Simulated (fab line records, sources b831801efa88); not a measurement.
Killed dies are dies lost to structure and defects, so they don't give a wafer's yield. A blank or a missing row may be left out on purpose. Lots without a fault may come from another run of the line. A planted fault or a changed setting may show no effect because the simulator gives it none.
One fault seen from 2 desks | flow sky130 | each desk has only its own numbers; what lay behind them comes last

THE TOOL OWNER'S DESK: hdpcvd-01
The tool's own readings at SKY_VIA2_HDPCVD_00 (deposits SiO2, target thk 1180 nm, time 196.7 s): means of the sampled wafers that have a number, for each lot that ran on this tool. A lot is out of limits, marked OUT, if its mean lies more than 4 standard deviations from the usual mean; the brackets give that distance.
Columns: A = run_length_s at SKY_VIA2_HDPCVD_00, usual 224.2 s
lot  | first seen here | A
L524 | day 35 18:08    | 224.7
L530 | day 37 17:20    | 224.3
L536 | day 39 04:14    | 236.0 (+29) OUT
This desk's finding: out of limits on L536; first on L536, day 39 04:14 (run_length_s at SKY_VIA2_HDPCVD_00). In limits: L524, L530.

THE METROLOGY DESK
What the gauges read, lot by lot, whatever tool the lot ran on: means of the sampled wafers that have a number. A lot is out of limits, marked OUT, if its mean lies more than 4 standard deviations from the usual mean; the brackets give that distance.
Columns: A = VIA2_HDPCVD_THK at SKY_VIA2_THK_MEAS_01, usual 1184 nm; B = VIA2_W_RS at SKY_VIA2_RS_MEAS_22, usual 0.271 ohm/sq
lot  | first seen here | A               | B
L523 | day 35 07:23    | 1213            | 0.270
L524 | day 35 18:17    | 1166            | 0.267
L526 | day 36 10:32    | 1165            | 0.276
L529 | day 37 14:38    | 1177            | 0.273
L530 | day 37 17:28    | 1172            | 0.271
L536 | day 39 04:21    | 1270 (+5.8) OUT | 0.265
L542 | day 41 06:41    | 1181            | 0.272
L543 | day 41 10:50    | 1197            | 0.275
L544 | day 41 16:02    | 1191            | 0.271
L545 | day 41 22:21    | 1198            | 0.269
This desk's finding: out of limits on L536; first on L536, day 39 04:21 (VIA2_HDPCVD_THK at SKY_VIA2_THK_MEAS_01). In limits: L523, L524, L526, L529, L530, L542, L543, L544, L545.

PUT TOGETHER
The tool owner's desk could have raised an alarm at day 39 04:14, on L536.
The metrology desk could have raised an alarm at day 39 04:21, on L536.
Of the lots named, all ran SKY_VIA2_HDPCVD_00 on hdpcvd-01.

WHAT THE SIMULATOR HAD PUT IN
Process parameter drift: hdpcvd-01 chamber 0, from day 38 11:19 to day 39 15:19, at SKY_VIA2_HDPCVD_00. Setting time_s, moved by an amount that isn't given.
Lots struck among those shown: L536.
Hours from the fault's start to each desk's first reading out of limits: the tool owner's desk, 17; the metrology desk, 17.
